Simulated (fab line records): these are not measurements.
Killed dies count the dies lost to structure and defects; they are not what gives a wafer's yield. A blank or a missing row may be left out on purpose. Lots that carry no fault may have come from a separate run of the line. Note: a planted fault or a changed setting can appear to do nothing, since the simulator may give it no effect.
fab line records	flow sky130
record: lots: 15	wafers: 45	last_day: 50
route steps=708 shown METAL4@630 METAL5@661 PAD_OPEN@698
lots with no fault: from the same line, run without faults
start_h: hours from the record's first day to the start of the lot's first wafer shown	wait_h: hours from the lot's prior step to this one	" as in the row above	L1.1+2: a row that stands for several wafers	- no value, or no start was given	* or withheld: withheld	< > ~ a bound
route shown NAME@n: names a module that has steps shown in the file, with the first one's number in the route	usual: mean and standard deviation over wafers with no fault	same: alike in all rows	chamber/n: place in a boat	sites: per-site readings	_std_site: the values' standard deviation	_edge_site: inner sites' mean taken away from outer sites' mean	radius_mm: how far each site lies from the wafer's centre	mask NAME#n: copy n	behind: the most recent tool/chamber to have shaped the wafer	hold: the reason the lot was held/the length of the hold in hours/how it ended	device: which transistor (n, p or np) failed to switch	end of line: the tests these same wafers got at the end of their route	a step without rows: its recipe alone	killed: not the wafer's yield, but the dies lost to structure and defects at the first sort	map: a wafer's dies, marking killed ones x, the rest . and places with no die _
set.NAME: the run value of the setting; set.NAME@STEP: its run value at that earlier step	model.NAME: the simulator's own value behind a step, which no gauge read
route steps across a sampled set of lots; one table per step, one row per wafer
services: when a tool's chamber went out of use (start_h, in hours from the record's first day, below 0 if earlier), for how many hours, and the reason
== steps ==
step: SKY_METAL4_OVL_MEAS_14
usual: METAL4_OVL: 0/5.3
lot.wafer	tool	chamber	start_h	wait_h	METAL4_OVL[nm]
L531.1	overlay-02	-	966.40	0.1	-3
L531.2	"	-	"	"	0
L531.4	"	-	"	"	5
L533.1	overlay-02	-	993.52	0.1	-1
L533.5	"	-	"	"	-2
L533.6	"	-	"	"	1
L534.4	overlay-02	-	1004.60	0.1	6
L534.5	"	-	"	"	2
L534.6	"	-	"	"	6
L536.1	overlay-02	-	1036.06	0.1	10
L536.3	"	-	"	"	7
L536.6	"	-	"	"	20
L538.2	overlay-01	-	1047.89	0.1	-3
L538.3	"	-	"	"	2
L538.5	"	-	"	"	-1
L540.1	overlay-01	-	1049.02	0.1	5
L540.2	"	-	"	"	-2
L540.5	"	-	"	"	0
L541.1	overlay-01	-	1049.18	0.1	4
L541.3	"	-	"	"	1
L541.4	"	-	"	"	-4
L542.4	overlay-01	-	1049.55	0.1	2
L542.5	"	-	"	"	3
L542.6	"	-	"	"	-1
L544.2	overlay-02	-	1069.98	0.1	-2
L544.3	"	-	"	"	2
L544.5	"	-	"	"	4
L543.1	overlay-01	-	1072.88	0.1	-4
L543.2	"	-	"	"	-2
L543.3	"	-	"	"	0
L549.2	overlay-01	-	1101.23	0.1	-7
L549.3	"	-	"	"	-3
L549.4	"	-	"	"	0
L551.1	overlay-01	-	1108.11	0.1	-5
L551.3	"	-	"	"	-2
L551.5	"	-	"	"	-11
L553.2	overlay-02	-	1119.47	0.1	1
L553.4	"	-	"	"	-3
L553.5	"	-	"	"	0
L552.3	overlay-02	-	1120.74	0.1	-8
L552.4	"	-	"	"	-12
L552.5	"	-	"	"	-2
L554.1	overlay-02	-	1124.41	0.1	-4
L554.3	"	-	"	"	-6
L554.6	"	-	"	"	-6
step: SKY_METAL5_SPUTTER_00
recipe: material: Ti	target_thk_nm: 15	power_w: 3000	time_s: 10.36	chamber_pressure_pa: 0.4
usual: throttle_valve_pct: 29.8/0.82
lot.wafer	tool	chamber	start_h	wait_h	throttle_valve_pct
L531.1	pvd_sputter-02	-	992.78	0.2	29.6
L531.2	"	-	"	"	28.9
L531.4	"	-	"	"	30.9
L533.1	pvd_sputter-01	-	1018.39	0.1	29.1
L533.5	"	-	"	"	30.5
L533.6	"	-	"	"	31.1
L534.4	pvd_sputter-02	-	1029.99	0.2	29.7
L534.5	"	-	"	"	28.7
L534.6	"	-	"	"	31.0
L536.1	pvd_sputter-03	-	1060.13	0.2	30.6
L536.3	"	-	"	"	30.1
L536.6	"	-	"	"	29.9
L538.2	pvd_sputter-03	-	1076.49	0.1	29.5
L538.3	"	-	"	"	30.6
L538.5	"	-	"	"	30.1
L540.1	pvd_sputter-01	-	1076.49	0.2	28.2
L540.2	"	-	"	"	30.9
L540.5	"	-	"	"	28.2
L541.1	pvd_sputter-03	-	1077.83	0.1	29.7
L541.3	"	-	"	"	29.8
L541.4	"	-	"	"	30.5
L542.4	pvd_sputter-02	-	1078.05	0.1	29.4
L542.5	"	-	"	"	30.8
L542.6	"	-	"	"	28.9
L544.2	pvd_sputter-02	-	1093.93	0.1	28.8
L544.3	"	-	"	"	30.9
L544.5	"	-	"	"	29.7
L543.1	pvd_sputter-01	-	1096.28	0.1	30.8
L543.2	"	-	"	"	28.2
L543.3	"	-	"	"	28.9
L549.2	pvd_sputter-02	-	1126.14	0.1	29.3
L549.3	"	-	"	"	31.0
L549.4	"	-	"	"	28.7
L551.1	pvd_sputter-02	-	1131.88	0.1	29.5
L551.3	"	-	"	"	29.8
L551.5	"	-	"	"	31.0
L553.2	pvd_sputter-03	-	1141.94	0.1	29.7
L553.4	"	-	"	"	29.0
L553.5	"	-	"	"	29.3
L552.3	pvd_sputter-03	-	1143.74	0.1	30.7
L552.4	"	-	"	"	29.4
L552.5	"	-	"	"	30.6
L554.1	pvd_sputter-01	-	1147.89	0.2	30.4
L554.3	"	-	"	"	29.1
L554.6	"	-	"	"	30.8
step: SKY_METAL5_SPUTTER_04
recipe: material: TiN	target_thk_nm: 70	power_w: 6500	time_s: 58.3	chamber_pressure_pa: 0.4
usual: throttle_valve_pct: 29.8/0.82
lot.wafer	tool	chamber	start_h	wait_h	throttle_valve_pct
L531.1	pvd_sputter-02	-	992.89	0.0	29.8
L531.2	"	-	"	"	28.9
L531.4	"	-	"	"	30.9
L533.1	pvd_sputter-01	-	1018.50	0.0	29.2
L533.5	"	-	"	"	30.5
L533.6	"	-	"	"	31.0
L534.4	pvd_sputter-02	-	1030.10	0.0	29.9
L534.5	"	-	"	"	28.7
L534.6	"	-	"	"	30.7
L536.1	pvd_sputter-03	-	1060.25	0.0	30.6
L536.3	"	-	"	"	30.0
L536.6	"	-	"	"	29.9
L538.2	pvd_sputter-03	-	1076.61	0.0	29.7
L538.3	"	-	"	"	30.6
L538.5	"	-	"	"	30.3
L540.1	pvd_sputter-01	-	1076.61	0.0	27.9
L540.2	"	-	"	"	31.1
L540.5	"	-	"	"	28.1
L541.1	pvd_sputter-03	-	1077.95	0.0	29.7
L541.3	"	-	"	"	29.9
L541.4	"	-	"	"	30.6
L542.4	pvd_sputter-02	-	1078.17	0.0	29.9
L542.5	"	-	"	"	30.9
L542.6	"	-	"	"	29.0
L544.2	pvd_sputter-02	-	1094.05	0.0	29.0
L544.3	"	-	"	"	31.2
L544.5	"	-	"	"	29.9
L543.1	pvd_sputter-01	-	1096.39	0.0	30.7
L543.2	"	-	"	"	28.0
L543.3	"	-	"	"	29.0
L549.2	pvd_sputter-02	-	1126.26	0.0	29.6
L549.3	"	-	"	"	30.9
L549.4	"	-	"	"	28.6
L551.1	pvd_sputter-02	-	1132.00	0.0	29.7
L551.3	"	-	"	"	29.9
L551.5	"	-	"	"	31.0
L553.2	pvd_sputter-03	-	1142.06	0.0	29.6
L553.4	"	-	"	"	29.2
L553.5	"	-	"	"	29.8
L552.3	pvd_sputter-03	-	1143.85	0.0	30.3
L552.4	"	-	"	"	29.7
L552.5	"	-	"	"	30.5
L554.1	pvd_sputter-01	-	1148.01	0.0	30.5
L554.3	"	-	"	"	29.0
L554.6	"	-	"	"	30.7
step: SKY_PAD_OPEN_EXPOSE_04
recipe: mask_id: PDM	target_cd_nm: 60000	na: 0.57	dose_mj: 260
usual: exposure_dose_mJ_cm2: 260.01/0.26	focus_offset_nm: -0.1/0.62
lot.wafer	tool	chamber	start_h	wait_h	mask	exposure_dose_mJ_cm2	focus_offset_nm
L531.1	iline_stepper-02	0	1048.53	-	PDM#0	260.06	0.1
L531.2	"	0	"	"	PDM#0	259.71	-0.1
L531.4	"	0	"	"	PDM#0	260.01	0.0
L533.1	iline_stepper-02	0	1070.85	-	PDM#0	260.43	-1.3
L533.5	"	0	"	"	PDM#0	259.68	0.0
L533.6	"	0	"	"	PDM#0	259.99	0.5
L534.4	iline_stepper-01	0	1082.89	-	PDM#0	260.13	-0.1
L534.5	"	0	"	"	PDM#0	260.25	-0.7
L534.6	"	0	"	"	PDM#0	260.16	0.1
L536.1	iline_stepper-02	0	1111.84	-	PDM#0	259.87	1.0
L536.3	"	0	"	"	PDM#0	259.88	0.7
L536.6	"	0	"	"	PDM#0	259.99	-0.1
L538.2	iline_stepper-02	0	1129.19	-	PDM#0	260.12	0.3
L538.3	"	0	"	"	PDM#0	260.42	0.2
L538.5	"	0	"	"	PDM#0	260.22	-1.2
L540.1	iline_stepper-02	0	1129.29	-	PDM#0	259.96	0.4
L540.2	"	0	"	"	PDM#0	259.99	-0.5
L540.5	"	0	"	"	PDM#0	260.28	1.0
L541.1	iline_stepper-02	0	1129.74	-	PDM#0	260.22	-0.1
L541.3	"	0	"	"	PDM#0	259.91	-0.4
L541.4	"	0	"	"	PDM#0	259.79	-0.5
L542.4	iline_stepper-02	-	1130.44	-	PDM#0	-	-
L542.5	"	-	"	"	PDM#0	-	-
L542.6	"	-	"	"	PDM#0	-	-
L544.2	iline_stepper-02	-	1144.92	-	PDM#0	-	-
L544.3	"	-	"	"	PDM#0	-	-
L544.5	"	-	"	"	PDM#0	-	-
L543.1	iline_stepper-01	-	1147.93	-	PDM#0	-	-
L543.2	"	-	"	"	PDM#0	-	-
L543.3	"	-	"	"	PDM#0	-	-
L549.2	iline_stepper-01	0	1172.61	-	PDM#0	260.15	0.4
L549.3	"	0	"	"	PDM#0	259.59	-0.9
L549.4	"	0	"	"	PDM#0	260.19	-0.2
L551.1	iline_stepper-01	0	1178.01	-	PDM#0	260.38	0.3
L551.3	"	0	"	"	PDM#0	260.54	1.0
L551.5	"	0	"	"	PDM#0	260.58	0.0
L553.2	iline_stepper-01	0	1186.51	-	PDM#0	259.96	-0.4
L553.4	"	0	"	"	PDM#0	260.26	-1.1
L553.5	"	0	"	"	PDM#0	260.26	-0.6
L552.3	iline_stepper-02	0	1188.51	-	PDM#0	260.32	0.0
L552.4	"	0	"	"	PDM#0	260.35	-0.1
L552.5	"	0	"	"	PDM#0	260.20	-1.1
L554.1	iline_stepper-01	0	1192.10	-	PDM#0	260.54	0.0
L554.3	"	0	"	"	PDM#0	260.23	-0.3
L554.6	"	0	"	"	PDM#0	259.86	-0.7
== services ==
tool	chamber	start_h	hours	kind
iline_stepper-01	-	978.58	1.7	pm
pvd_sputter-01	-	978.72	24.4	repair
iline_stepper-02	-	1022.76	2.1	pm
iline_stepper-02	-	1024.84	-	consumable_replace:lamp
iline_stepper-01	0	1076.44	-	calibration
iline_stepper-02	-	1083.11	4.4	pm
iline_stepper-02	-	1122.44	1.7	pm
iline_stepper-01	-	1127.12	4.4	pm
iline_stepper-02	0	1135.75	-	calibration
pvd_sputter-02	-	1154.77	9.4	repair
iline_stepper-02	-	1155.89	28.9	pm
pvd_sputter-03	-	1179.72	1.3	repair
pvd_sputter-01	-	1191.15	6.6	repair
== key ==
first_sign: step: SKY_PAD_OPEN_EXPOSE_04	reading: tool_record	direction: missing
effect none on later readings
met_at SKY_PAD_OPEN_EXPOSE_04
struck_lots L542,L543,L544
later_rows_left_out L542.4,L542.5,L542.6,L543.1,L543.2,L543.3,L544.2,L544.3,L544.5
sort_left_out L542.4,L542.5,L542.6,L543.1,L543.2,L543.3,L544.2,L544.3,L544.5
not_acting_at SKY_METAL4_OVL_MEAS_14,SKY_METAL5_SPUTTER_00,SKY_METAL5_SPUTTER_04
onset_between 1129.74 1130.44
fault: kind: skipped_step_whole	tool: iline_stepper-01,iline_stepper-02	chamber: -	onset_h: 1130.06	steps: SKY_PAD_OPEN_EXPOSE_04	scope: struck_lots_only
sort_left_out: the simulated sort isn't trusted on such a fault, so these wafers' sort isn't shown, and their yield isn't known
later_rows_left_out: the simulator's readings of these wafers behind a module that went badly wrong aren't trusted and aren't shown, but for the sort
